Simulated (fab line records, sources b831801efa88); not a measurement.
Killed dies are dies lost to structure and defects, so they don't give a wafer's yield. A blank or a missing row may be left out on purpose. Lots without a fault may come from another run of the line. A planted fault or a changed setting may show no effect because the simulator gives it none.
One fault seen from 2 desks | flow gf180mcu | each desk has only its own numbers; what lay behind them comes last

THE METROLOGY DESK
What the gauges read, lot by lot, whatever tool the lot ran on: means of the sampled wafers that have a number. A lot is out of limits, marked OUT, if its mean lies more than 4 standard deviations from the usual mean; the brackets give that distance.
Columns: A = NWELL_OVL at GF_NWELL_OVL_MEAS_07, usual 0.0 nm; B = MVSD_TW at GF_MVSD_TW_MEAS_11, usual 1574; C = MVPSD_RS at GF_VT_IMPLANT_RS_MEAS_49, usual 1169.0 ohm/sq
lot  | first seen here | A    | B    | C
L602 | day 3 21:08     | -0.4 | 1568 | 1169.1
L603 | day 4 01:32     | -1.7 | 1570 | 1170.4
L604 | day 4 07:11     | 1.2  | 1570 | 1167.1
L605 | day 4 11:35     | -0.4 | 1579 | 1167.3
L606 | day 4 17:03     | -1.3 | 1572 | 1168.6
L607 | day 4 20:29     | -2.9 | 1567 | 1167.4
L610 | day 5 14:41     | 0.1  | 1589 | 1168.3
L611 | day 5 19:47     | -0.4 | 1586 | 1172.1
L612 | day 5 23:23     | -1.3 | 1579 | 1167.3
L616 | day 6 23:50     | -0.6 | 1579 | 1167.8
L620 | day 7 22:05     | -1.0 | 1564 | 1186.9 (+6.2) OUT
L621 | day 8 02:55     | 1.1  | 1577 | 1186.1 (+5.9) OUT
L622 | day 8 07:28     | -0.4 | 1572 | 1169.3
This desk's finding: out of limits on L620, L621; first on L620, day 13 05:35 (MVPSD_RS at GF_VT_IMPLANT_RS_MEAS_49). In limits: L602, L603, L604, L605, L606, L607, L610, L611, L612, L616, L622.

THE TOOL OWNER'S DESK: implanter-04
The tool's own readings at GF_MVPSD_IMPLANT_08: means of the sampled wafers that have a number, for each lot that ran on this tool. A lot is out of limits, marked OUT, if its mean lies more than 4 standard deviations from the usual mean; the brackets give that distance.
Columns: A = beam_energy_keV at GF_MVPSD_IMPLANT_08, usual 169.98; B = beam_on_s at GF_MVPSD_IMPLANT_08, usual 10.01 s
lot  | first seen here | A                        | B
L603 | day 5 20:49     | 170.01                   | 9.90
L606 | day 6 13:23     | 170.00                   | 10.05
L610 | day 7 11:50     | 169.95                   | 9.88
L611 | day 7 17:37     | 169.98                   | 9.82
L612 | day 8 00:25     | 170.04                   | 10.00
L616 | day 9 03:49     | 169.95                   | 10.08
L620 | day 10 01:01    | 158.48 (-99 or more) OUT | 10.11
L621 | day 10 07:22    | 158.41 (-99 or more) OUT | 10.11
This desk's finding: out of limits on L620, L621; first on L620, day 10 01:01 (beam_energy_keV at GF_MVPSD_IMPLANT_08). In limits: L603, L606, L610, L611, L612, L616.

PUT TOGETHER
The tool owner's desk could have raised an alarm at day 10 01:01, on L620, L621.
The metrology desk could have raised an alarm at day 13 05:35, on L620, L621.
Of the lots named, all ran GF_MVPSD_IMPLANT_08 on implanter-04.

WHAT THE SIMULATOR HAD PUT IN
Process parameter drift: implanter-04, from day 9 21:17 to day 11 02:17, at GF_MVPSD_IMPLANT_08. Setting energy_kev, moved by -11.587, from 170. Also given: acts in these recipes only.
Lots struck among those shown: L620, L621.
Hours from the fault's start to each desk's first reading out of limits: the tool owner's desk, 4; the metrology desk, 80.
